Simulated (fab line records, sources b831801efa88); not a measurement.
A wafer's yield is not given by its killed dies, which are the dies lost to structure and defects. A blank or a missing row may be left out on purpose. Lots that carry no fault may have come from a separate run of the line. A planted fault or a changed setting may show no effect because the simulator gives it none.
Which tool did it? | flow sky130 | 14 lots with 42 wafers sampled at 5 steps, on a route of 708 steps

## WHAT THE GAUGES READ, wafer by wafer
SKY_VIA3_BOW_MEAS_03. Usual: VIA3_BOW gives 82 um (standard deviation 8).
lot  | measured     | on            | VIA3_BOW (um) | flag
L671 | day 40 00:41 | film metro-01 | 81 83 77      |
L672 | day 40 14:33 | film metro-03 | 88 75 86      |
L673 | day 40 21:14 | film metro-01 | 80 77 79      |
L677 | day 42 00:32 | film metro-01 | 96 88 94      |
L679 | day 42 14:51 | film metro-03 | 139 127 137   | OFF
L680 | day 42 21:25 | film metro-03 | 146 142 158   | OFF
L682 | day 43 07:19 | film metro-01 | 65 70 80      |
L686 | day 44 15:44 | film metro-04 | 74 74 78      |
L687 | day 44 16:19 | film metro-04 | 83 97 84      |
L688 | day 44 20:38 | film metro-01 | 67 79 84      |
L689 | day 45 03:49 | film metro-01 | 80 89 86      |
L690 | day 45 12:42 | film metro-04 | 88 95 83      |
L691 | day 45 14:02 | film metro-04 | 63 82 83      |
L692 | day 45 17:59 | film metro-04 | 78 73 72      |

SKY_VIA3_OVL_MEAS_13. Usual: VIA3_OVL gives -1 nm (standard deviation 5.2).
lot  | measured     | on         | VIA3_OVL (nm) | flag
L671 | day 41 01:44 | overlay-01 | -6 -4 -10     |
L672 | day 41 15:58 | overlay-01 | 7 0 -6        |
L673 | day 41 21:58 | overlay-01 | -6 1 -7       |
L677 | day 43 00:41 | overlay-02 | -8 2 -6       |
L679 | day 43 14:32 | overlay-01 | 3 3 5         |
L680 | day 43 20:59 | overlay-01 | 1 3 -6        |
L682 | day 44 07:41 | overlay-02 | -4 1 -3       |
L686 | day 45 14:44 | overlay-01 | 0 2 -4        |
L687 | day 45 16:03 | overlay-02 | 0 -10 2       |
L688 | day 45 19:08 | overlay-01 | -11 -9 -11    |
L689 | day 46 02:08 | overlay-02 | 1 0 1         |
L690 | day 46 10:56 | overlay-02 | 0 0 1         |
L691 | day 46 11:30 | overlay-02 | -5 -1 1       |
L692 | day 46 15:41 | overlay-02 | 6 0 2         |

## EACH LOT AND THE TOOL THAT RAN IT (in order: tool; ch and the chambers of the sampled wafers; start)
lot  | SKY_VIA2_CMP_24               | SKY_METAL3_SPUTTER_02        | SKY_VIA3_CMP_02
L671 | cmp-01 ch 0,3, day 37 18:49   | pvd sputter-03, day 37 19:11 | cmp-02 ch 1,2, day 40 00:23
L672 | cmp-02 ch 0,1,2, day 38 08:34 | pvd sputter-03, day 38 08:52 | cmp-02 ch 0,3, day 40 14:15
L673 | cmp-02 ch 0,1,3, day 38 16:22 | pvd sputter-04, day 38 16:37 | cmp-01 ch 0,2, day 40 20:59
L677 | cmp-01 ch 0,1,3, day 39 20:35 | pvd sputter-01, day 39 20:56 | cmp-02 ch 1,2,3, day 42 00:14
L679 | cmp-01 ch 2,3, day 40 10:26   | pvd sputter-03, day 40 10:47 | cmp-01 ch 0,2, day 42 14:32
L680 | cmp-02 ch 0,1,2, day 40 17:29 | pvd sputter-04, day 40 17:47 | cmp-01 ch 0,2,3, day 42 21:07
L682 | cmp-02 ch 1,2,3, day 41 03:20 | pvd sputter-01, day 41 03:35 | cmp-01 ch 2,3, day 43 07:04
L686 | cmp-01 ch 1,2,3, day 42 14:14 | pvd sputter-01, day 42 14:35 | cmp-02 ch 0,1,3, day 44 15:32
L687 | cmp-01 ch 0,3, day 42 15:08   | pvd sputter-03, day 42 15:29 | cmp-02 ch 0,3, day 44 15:59
L688 | cmp-02 ch 0,1,2, day 42 20:38 | pvd sputter-03, day 42 20:56 | cmp-01 ch 1,2, day 44 20:20
L689 | cmp-01 ch 0,2,3, day 43 03:19 | pvd sputter-01, day 43 03:40 | cmp-02 ch 0,1,2, day 45 03:34
L690 | cmp-01 ch 0,1,2, day 43 11:52 | pvd sputter-01, day 43 12:10 | cmp-02 ch 0,3, day 45 12:27
L691 | cmp-02 ch 0,1,2, day 43 13:31 | pvd sputter-03, day 43 13:43 | cmp-02 ch 1,2,3, day 45 13:51
L692 | cmp-02 ch 1,2,3, day 43 17:16 | pvd sputter-03, day 43 17:31 | cmp-01 ch 0,2,3, day 45 17:40
- SKY_VIA2_CMP_24: polishes, stops on SiO2, t overpolish 20 s, target thk 0 nm.
- SKY_METAL3_SPUTTER_02: material AlCu, target thk 735 nm, time 39.1 s.
- SKY_VIA3_CMP_02: polishes SiO2.

## AS READ BY THE TOOLS THEMSELVES (means over the sampled wafers that have a number; for cases with no such wafer, the mark the record gives instead)
SKY_VIA2_CMP_24. Usual: edge zone pressure frac 1.001, standard deviation 0.0053; head pressure psi 3.500 psi, standard deviation 0.0079; motor current A 11.3 A, standard deviation 1.4; overpolish run s 20.000 s, standard deviation 0.0092; slurry filter dp kPa 13.48 kPa, standard deviation 0.14; slurry flow ml min 150.0, standard deviation 0.51; time to endpoint s 104.0 s, standard deviation 2.9.
lot  | tool   | edge zone pressure frac | head pressure psi (psi) | motor current A (A) | overpolish run s (s) | slurry filter dp kPa (kPa) | slurry flow ml min | time to endpoint s (s) | flag
L671 | cmp-01 | 1.002                   | 3.503                   | 11.4                | 20.002               | 13.39                      | 150.4              | 105.5                  |
L672 | cmp-02 | 1.002                   | 3.494                   | 10.2                | 20.002               | 13.50                      | 149.8              | 103.4                  |
L673 | cmp-02 | 1.002                   | 3.498                   | 11.3                | 20.004               | 13.56                      | 150.2              | 102.0                  |
L677 | cmp-01 | 1.003                   | 3.493                   | 11.3                | 20.006               | 13.57                      | 150.0              | 105.5                  |
L679 | cmp-01 | 1.000                   | 3.496                   | 12.0                | 19.999               | 13.49                      | 149.8              | 104.8                  |
L680 | cmp-02 | 1.001                   | 3.502                   | 10.6                | 20.003               | 13.52                      | 150.0              | 101.2                  |
L682 | cmp-02 | 0.999                   | 3.501                   | 12.2                | 20.002               | 13.58                      | 150.1              | 102.8                  |
L686 | cmp-01 | 0.999                   | 3.496                   | 11.3                | 20.011               | 13.60                      | 150.1              | 102.7                  |
L687 | cmp-01 | 1.002                   | 3.500                   | 11.6                | 19.991               | 13.45                      | 150.0              | 101.9                  |
L688 | cmp-02 | 1.003                   | 3.500                   | 10.5                | 19.996               | 13.33                      | 150.3              | 103.6                  |
L689 | cmp-01 | 0.997                   | 3.503                   | 11.7                | 20.005               | 13.41                      | 150.2              | 109.0                  |
L690 | cmp-01 | 1.002                   | 3.495                   | 11.2                | 19.996               | 13.41                      | 149.8              | 103.4                  |
L691 | cmp-02 | 1.002                   | 3.499                   | 10.5                | 19.998               | 13.62                      | 150.0              | 106.7                  |
L692 | cmp-02 | 1.003                   | 3.498                   | 12.1                | 19.991               | 13.45                      | 150.0              | 103.1                  |

SKY_METAL3_SPUTTER_02. Usual: throttle valve pct reads 30.0 % (standard deviation 0.76).
lot  | tool           | throttle valve pct (%) | flag
L671 | pvd sputter-03 | 30.1                   |
L672 | pvd sputter-03 | 30.0                   |
L673 | pvd sputter-04 | 29.4                   |
L677 | pvd sputter-01 | 30.5                   |
L679 | pvd sputter-03 | 29.9                   |
L680 | pvd sputter-04 | 29.5                   |
L682 | pvd sputter-01 | 30.7                   |
L686 | pvd sputter-01 | 29.7                   |
L687 | pvd sputter-03 | 30.0                   |
L688 | pvd sputter-03 | 29.5                   |
L689 | pvd sputter-01 | 30.7                   |
L690 | pvd sputter-01 | 30.6                   |
L691 | pvd sputter-03 | 29.8                   |
L692 | pvd sputter-03 | 29.9                   |

SKY_VIA3_CMP_02. Usual: edge zone pressure frac 1.000, standard deviation 0.0051; head pressure psi 4.000 psi, standard deviation 0.0084; motor current A 12.2 A, standard deviation 1.5; slurry filter dp kPa 13.50 kPa, standard deviation 0.14; slurry flow ml min 150.0, standard deviation 0.48.
lot  | tool   | edge zone pressure frac | head pressure psi (psi) | motor current A (A) | slurry filter dp kPa (kPa) | slurry flow ml min | flag
L671 | cmp-02 | 1.000                   | 4.004                   | 12.4                | 13.50                      | 149.8              |
L672 | cmp-02 | 1.002                   | 3.987                   | 10.9                | 13.53                      | 149.8              |
L673 | cmp-01 | 1.004                   | 4.000                   | 11.9                | 13.45                      | 149.6              |
L677 | cmp-02 | 1.004                   | 4.003                   | 12.9                | 13.47                      | 150.1              |
L679 | cmp-01 | -                       | -                       | -                   | -                          | -                  | OFF
L680 | cmp-01 | -                       | -                       | -                   | -                          | -                  | OFF
L682 | cmp-01 | 1.001                   | 4.003                   | 12.5                | 13.55                      | 150.2              |
L686 | cmp-02 | 0.998                   | 4.002                   | 11.8                | 13.55                      | 150.3              |
L687 | cmp-02 | 0.999                   | 3.999                   | 11.0                | 13.51                      | 150.3              |
L688 | cmp-01 | 1.002                   | 3.998                   | 12.4                | 13.58                      | 149.8              |
L689 | cmp-02 | 1.004                   | 4.002                   | 11.3                | 13.58                      | 149.7              |
L690 | cmp-02 | 0.994                   | 3.992                   | 12.9                | 13.61                      | 149.9              |
L691 | cmp-02 | 0.998                   | 4.000                   | 13.5                | 13.47                      | 150.3              |
L692 | cmp-01 | 1.000                   | 3.996                   | 12.5                | 13.55                      | 150.3              |

## THE ANSWER, worked out from the rows above alone
Rule: a lot counts as off when the mean over its wafers that have a number is more than 3 standard deviations away from the usual mean. A lot without any number at a reading at which 4 lots or more have one is off too. Where the step has rows for the other lots, those lots are counted as sound. After the gauges, taken in route order, come the tools' own readings; for these a lot's mean is taken, as printed above. The first step at which some lot is off is used, and at that step the reading that is off furthest; a lot without a number counts as furthest.
Off: at SKY_VIA3_BOW_MEAS_03 (VIA3_BOW), L679, L680.
If a tool, at a process step before that reading, ran all the lots that are off and no sound lot after the first of them, it fits. The gauges at SKY_VIA3_BOW_MEAS_03 aren't tried: what is off there is off at SKY_VIA3_CMP_02 too, on other tools, and a gauge's error can't cause that. Not one of the candidates tried fits.

## WHAT WAS PUT IN BY THE SIMULATOR
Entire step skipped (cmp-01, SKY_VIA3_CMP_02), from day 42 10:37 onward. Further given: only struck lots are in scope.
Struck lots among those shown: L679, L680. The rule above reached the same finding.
